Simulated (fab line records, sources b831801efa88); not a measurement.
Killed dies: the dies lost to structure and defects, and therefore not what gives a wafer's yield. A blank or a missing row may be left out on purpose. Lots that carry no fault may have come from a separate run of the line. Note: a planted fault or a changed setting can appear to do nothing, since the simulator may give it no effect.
Comparing a struck lot with a sound one + flow sky130 + 16 steps out of a route of 708
Sound: these wafers, L160.1, L160.5, L160.6. Wafers struck: L153.3, L153.4, L153.5. The cause is given at the end.
Per side, at each step with rows, come the tool, then ch with its chambers, and then its first start. Under that, the readings that differ: sound wafers + struck wafers + difference of the means + sigmas: that difference in standard deviations of wafers without a fault.
alike: same words and numbers on both sides, and readings whose means sit less than 2 such deviations apart. not compared: any withheld reading, any reading some wafer has no value for, any bound like >300 that may hide the same value, and any number with overlapping values for which the record gives no deviation.
The two part at a step that has a row with sigmas, a row that says differs or no value, or rows on one side only. Numbers that don't overlap but have no deviation are shown without sigmas and don't part them. Lack of a reading on every wafer of one side parts them only where that side has two or more wafers.

SKY_SPACER_THK_MEAS_01:
  sound on film-metro-01, day 27 08:08; struck on film-metro-01, day 25 06:38
  alike: SPACER_CVD_00_THK
SKY_SPACER_ETCHBACK_02: etches Si3N4 in CH3F/O2, stops on SiO2, time 46.7 s, target depth 45 nm.
  sound on rie-diel-02 ch 1,3, day 27 08:11; struck on rie-diel-01 ch 1,3, day 25 06:41
  alike: drypump-motor-current-A, oes-product-au, throttle-valve-pct
  not compared: rf-hours-counter-h
then, 8 steps without rows for these wafers: SKY_POLY_CUT_DEHYDRATE_00 (time 60 s); SKY_POLY_CUT_HMDS_01 (prime time 60 s); SKY_POLY_CUT_COAT_02 (resist thk 60 nm); SKY_POLY_CUT_COAT_03 (resist thk 450 nm); SKY_POLY_CUT_SOFTBAKE_04 (time 90 s); SKY_POLY_CUT_EXPOSE_05 (exposes mask NPCM, target cd 270 nm); SKY_POLY_CUT_PEB_06; SKY_POLY_CUT_DEVELOP_07 (develop time 60 s).
SKY_POLY_CUT_CD_MEAS_08: the cd target is 270 nm.
  sound on cd-sem-01, day 28 11:31; struck on cd-sem-02, day 26 12:00
| reading    | sound             | struck            | difference | sigmas |
|------------|-------------------|-------------------|------------|--------|
| cd-nm (nm) | 269.3 269.7 269.6 | 272.9 272.4 273.1 | +3.3       | +3     |
SKY_POLY_CUT_OVL_MEAS_09:
  sound on overlay-01, day 28 11:38; struck on overlay-02, day 26 12:06
  alike: POLY_CUT_OVL
SKY_POLY_CUT_ETCH_10: etches BARC in N2/H2, stops on SiO2, time 45.9 s, target depth 60 nm.
  sound on rie-diel-04 ch 2,3, day 28 11:40; struck on rie-diel-03 ch 2,3, day 26 12:07
  no value came back on the struck wafers for any of 5 readings (bias-w (W), chamber-pressure-mTorr (mTorr) and others); on the sound wafers bias-w (W) reads 100.09 100.25 100.01
| reading                                         | sound           | struck            | difference | sigmas |
|-------------------------------------------------|-----------------|-------------------|------------|--------|
| model.KrF-thick_of_POLY_CUT_COAT_03.thk-nm (nm) | 407.6 407.5 406 | 433.9 436.9 435.2 | +28.3      |        |
  not compared: rf-hours-counter-h
SKY_POLY_CUT_ETCH_11: etches Si3N4 in CF4/CH2F2/Ar, stops on poly-Si, time 42.5 s, target depth 60 nm.
  sound on rie-diel-04 ch 2,3, day 28 11:43; struck on rie-diel-03 ch 2,3, day 26 12:10
| reading                | sound                | struck               | difference | sigmas |
|------------------------|----------------------|----------------------|------------|--------|
| oes-product-au (a.u.)  | 0.827 0.828 0.840    | 0.382 0.374 0.375    | -0.455     | -76    |
| throttle-valve-pct (%) | 15.004 14.995 15.005 | 14.940 14.962 14.965 | -0.046     | -5     |
  alike: bias-w, cf4-flow-sccm, drypump-motor-current-A
  not compared: rf-hours-counter-h
SKY_POLY_CUT_STRIP_12: strips in O2/N2.
  sound on plasma-asher-03 ch 0,1, day 28 11:46; struck on plasma-asher-04 ch 0,1, day 26 12:14
| reading                      | sound             | struck            | difference | sigmas |
|------------------------------|-------------------|-------------------|------------|--------|
| oes-product-au (a.u.)        | 0.450 0.445 0.455 | 0.472 0.467 0.462 | +0.017     | +4     |
| strip-time-to-endpoint-s (s) | 5.339 5.351 5.331 | 5.590 5.638 5.614 | +0.274     | +18    |
  alike: drypump-motor-current-A
  not compared: rf-hours-counter-h
-- the record jumps here: 21 days lie between the struck wafers' starts before and after (it left off in module POLY_CUT and takes up again in module PAD_OPEN, whose first step shown is number 708 of the route) --
SKY_PAD_OPEN_PROBE_99:
  sound on prober-02, day 48 10:51; struck on prober-02, day 47 08:17
| reading             | sound    | struck  | difference | sigmas |
|---------------------|----------|---------|------------|--------|
| killed-at-front-end | 10 10 13 | 424 432 | +417       | +91    |
| killed-dies         | 70 89 89 | 492 492 | +409       | +47    |
| killed-on-rim       | 12 16 23 | 96 96   | +79        | +22    |
  alike: killed_at_M0_to_M3, killed_at_M4_up, killed-at-contacts, killed-at-other, killed-open, killed-short

== WHERE THEY PART ==
At SKY_POLY_CUT_CD_MEAS_08 first; at SKY_PAD_OPEN_PROBE_99 last (within this record only).

WHY: whatever the simulator had introduced
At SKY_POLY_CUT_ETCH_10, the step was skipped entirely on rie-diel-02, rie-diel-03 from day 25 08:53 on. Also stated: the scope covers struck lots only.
